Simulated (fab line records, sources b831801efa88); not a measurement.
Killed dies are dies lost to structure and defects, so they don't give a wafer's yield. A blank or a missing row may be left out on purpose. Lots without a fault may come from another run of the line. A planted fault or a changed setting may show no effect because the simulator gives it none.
Problem report in the 8D (eight disciplines) form, filled by code | flow gf180mcu | the parts of the form that need people (team, actions taken, sign-off) are left out

1. THE PROBLEM
overpolish_run_s at GF_V3_CMP_26 reads a mean of 0.040 s on 2 wafers of 1 lot; wafers without a fault read 15.001 s with a standard deviation of 0.0089. That is -99 or more standard deviations from the usual mean.
The step: polishes, stops on SiO2, t overpolish 15 s, target thk 0 nm.
First seen on wafer L807.3, day 25 04:17, on cmp-01. The record holds 39 wafers of 13 lots with a number at this step. Rule for "out", or "out of limits": more than 4 standard deviations from the usual mean. The other wafers with a number count as sound.

2. WHAT IT IS AND WHAT IT IS NOT
question                    | is                                   | is not
which readings at this step | overpolish_run_s, time_to_endpoint_s | motor_current_A, slurry_filter_dp_kPa, slurry_flow_ml_min
which lots                  | L807                                 | L800, L801, L803, L804, L805, L815, L817, L818, L819, L820, L821, L823
which wafers of those lots  | L807.3, L807.6                       | L807.2
read on which tools         | cmp-01                               | cmp-02
when                        | from day 25 04:17                    | up to then (16 sound wafers); but 21 sound wafers of L815, L817, L818, L819, L820, L821, L823 came after

3. SUSPECTS, AND WHAT RULES EACH OUT
Counting: a tool at a process step up to the reading stays a suspect if it ran every lot that is out. Sound lots after the first of them don't rule it out here, since some wafers of a struck lot are sound.
- cmp-02 at GF_V2_CMP_04 (polishes SiO2): kept. It ran the lot that is out, L807 (day 22 03:43); its last sound lot up to then is L804 (day 21 10:38).
- pvd_sputter-02 at GF_V2_SPUTTER_22 (material TiN, target thk 10 nm, time 40 s): kept. It ran the lot that is out, L807 (day 23 03:52); its last sound lot up to then is L804 (day 22 11:34).
- cmp-01 at GF_V3_CMP_26 (polishes, stops on SiO2, t overpolish 15 s, target thk 0 nm): kept. It ran the lot that is out, L807 (day 25 04:17); its last sound lot up to then is L804 (day 24 12:58). Its own readings are out on those wafers: overpolish_run_s, time_to_endpoint_s.
- Within cmp-02 at GF_V2_CMP_04: the wafers that are out ran in chamber 1; their sound lot-mates ran in chamber 3.
Left after counting: cmp-02 at GF_V2_CMP_04, pvd_sputter-02 at GF_V2_SPUTTER_22, cmp-01 at GF_V3_CMP_26.

4. THE CAUSE (what the simulator had put in)
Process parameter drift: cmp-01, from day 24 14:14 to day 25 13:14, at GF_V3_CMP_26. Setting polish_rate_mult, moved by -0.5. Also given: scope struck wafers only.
Counting left 3 suspects, and this tool is among them.

5. THE CHAIN OF EFFECTS, in route order
Each row: a reading whose mean over the struck wafers that have a number lies more than 3 standard deviations from the usual. Only readings for which the record gives a usual standard deviation are gone through. hours: the time from each lot's start at the first step in this table that gives one to its start at this step, as a median over the lots. sigmas: the change in usual standard deviations.
hours | step         | reading            | usual    | on struck wafers | change  | sigmas
0     | GF_V3_CMP_26 | overpolish_run_s   | 15.001 s | 0.040            | -14.960 | -99 or more
0     | GF_V3_CMP_26 | time_to_endpoint_s | 84 s     | 128              | +44     | +9.7
The process steps in it:
- GF_V3_CMP_26: polishes, stops on SiO2, t overpolish 15 s, target thk 0 nm.

6. WHAT WOULD HAVE CAUGHT IT SOONER
In this record the first reading out of limits was taken at day 25 04:17, 14 hours after the fault began at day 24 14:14.
